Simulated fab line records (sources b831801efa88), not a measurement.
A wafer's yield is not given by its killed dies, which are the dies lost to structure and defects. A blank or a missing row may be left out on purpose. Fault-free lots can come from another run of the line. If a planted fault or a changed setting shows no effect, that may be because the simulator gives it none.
Struck lot and sound lot, side by side | flow sky130 | 18 out of 708 route steps
Sound: wafers L303.2, L303.5, L303.6. Struck: wafer L319.4. (L319.2 of the same lot was not struck and is left out.) The cause comes at the end.
For every step that has rows: the tool of each side, followed by ch and its chambers, followed by its first start. Under that, the readings that differ: sound wafers | struck wafers | difference of the means | sigmas: that difference in standard deviations of wafers without a fault.
alike: a reading whose means differ by less than 2 such deviations, as well as words and numbers matching on both sides. not compared: withheld readings; readings where some wafer has no value; bounds like >300 that might hide an equal value; numbers whose values overlap and for which the record gives no deviation.
The two part at a step that has a row with sigmas, a row that says differs or no value, or rows on one side only. Numbers that don't overlap but have no deviation are shown without sigmas and don't part them. Lack of a reading on every wafer of one side parts them only where that side has two or more wafers.

first, 2 steps without rows for these wafers: SKY_CONTACT_PEB_12; SKY_CONTACT_DEVELOP_13 (develop time 60 s).
SKY_CONTACT_CD_MEAS_14 targets a cd of 170 nm.
  sound on cd-sem-01, day 33 06:41; struck on cd-sem-01, day 37 20:58
  alike: cd-nm
SKY_CONTACT_OVL_MEAS_15:
  sound on overlay-01, day 33 06:47; struck on overlay-02, day 37 21:04
  alike: CONTACT_OVL
SKY_CONTACT_ETCH_16: etches BARC in N2/H2, stops on SiO2, time 45.9 s, target depth 60 nm.
  sound on rie-diel-04 ch 1,2, day 33 06:49; struck on rie-diel-01 ch 2, day 37 21:06
  reading               | sound             | struck | difference | sigmas
  oes-product-au (a.u.) | 0.854 0.851 0.851 | 0.862  | +0.010     | +2
  alike: drypump-motor-current-A, throttle-valve-pct
  not compared: rf-hours-counter-h
SKY_CONTACT_ETCH_17: etches SiO2 in C4F8/O2/Ar, stops on Si3N4, target depth 340 nm.
  sound on rie-diel-04 ch 1,2, day 33 06:51; struck on rie-diel-01 ch 2, day 37 21:08
  alike: oes-product-au
SKY_CONTACT_ETCH_18: etches Si3N4 in CHF3/O2, stops on TiN, time 39 s, target depth 75 nm.
  sound: rie-diel-04 ch 1,2; struck: rie-diel-01 ch 2
  alike: drypump-motor-current-A, oes-product-au, throttle-valve-pct
  not compared: rf-hours-counter-h
SKY_CONTACT_STRIP_19: strips in O2/N2.
  sound on plasma-asher-02 ch 0,1, day 33 06:56; struck on plasma-asher-04 ch 0, day 37 21:14
  reading                     | sound             | struck | difference | sigmas
  drypump-motor-current-A (A) | 6.7 6.7 5.7       | 5.0    | -1.4       | -2
  oes-product-au (a.u.)       | 0.380 0.375 0.390 | 0.371  | -0.011     | -2
  alike: strip-time-to-endpoint-s
  not compared: rf-hours-counter-h
then, 4 steps without rows for these wafers: SKY_CONTACT_STRIP_20 (strips in post etch residue remover, time 1200 s); SKY_CONTACT_CLEAN_21 (cleans in IPA, time 180 s); SKY_CONTACT_CLEAN_22 (cleans in O3/DIW); SKY_CONTACT_SPUTTER_23 (material TiN, target thk 20 nm, time 80 s).
SKY_CONTACT_CVD_24: deposits W, target thk 340 nm, time 102.12 s.
  sound on cvd-w-01 ch 0,1, day 33 07:36; struck on cvd-w-01 ch 0, day 37 21:54
  reading                               | sound           | struck | difference | sigmas
  model.W_of_CONTACT_CVD_24.thk-nm (nm) | 338.1 335.4 340 | 204.4  | -133.4     |
  alike: chamber-pressure-Torr, heater-power-w
SKY_CONTACT_RS_MEAS_25: a four-point-probe measurement.
  sound on film-metro-03, day 33 07:44; struck on film-metro-04, day 37 22:19
  reading               | sound             | struck | difference | sigmas
  CONTACT_W_RS (ohm/sq) | 0.340 0.343 0.339 | 0.567  | +0.226     | +58
  not compared: hold
SKY_CONTACT_THK_MEAS_26: measures by xrf.
  sound on film-metro-03, day 33 07:50; struck on film-metro-04, day 38 03:32
  reading            | sound       | struck | difference | sigmas
  CONTACT_W_THK (nm) | 336 332 335 | 204    | -130       | -28
  not compared: hold
SKY_CONTACT_CMP_27: polishes, stops on SiO2, t overpolish 15 s, target thk 0 nm.
  sound on cmp-01 ch 1,2,3, day 33 07:59; struck on cmp-02 ch 0, day 38 06:09
  reading                | sound             | struck                   | difference                   | sigmas
  hold                   | - - -             | await-dispo/2.6h/release | no value on the sound wafers |
  slurry-flow-ml-min     | 150.0 149.1 148.8 | 150.3                    | +1.0                         | +2
  time-to-endpoint-s (s) | 77 77 77          | 48                       | -29                          | -9
  alike: edge-zone-pressure-frac, motor-current-A
SKY_METAL1_SPUTTER_00: material Ti, target thk 15 nm, time 10 s.
  sound on pvd-sputter-03, day 33 08:11; struck on pvd-sputter-03, day 38 06:27
  alike: throttle-valve-pct
-- the record jumps here: 12 days lie between the struck wafers' starts before and after (it left off in module METAL1 and takes up again in module PAD_OPEN, whose first step shown is number 708 of the route) --
SKY_PAD_OPEN_PROBE_99:
  the record has rows for the struck wafers here (prober-01, day 50 08:07) and none for the sound ones

WHERE THEY PART
Earliest at SKY_CONTACT_ETCH_16; latest, in this record, at SKY_PAD_OPEN_PROBE_99.

WHY: the cause the simulator had injected
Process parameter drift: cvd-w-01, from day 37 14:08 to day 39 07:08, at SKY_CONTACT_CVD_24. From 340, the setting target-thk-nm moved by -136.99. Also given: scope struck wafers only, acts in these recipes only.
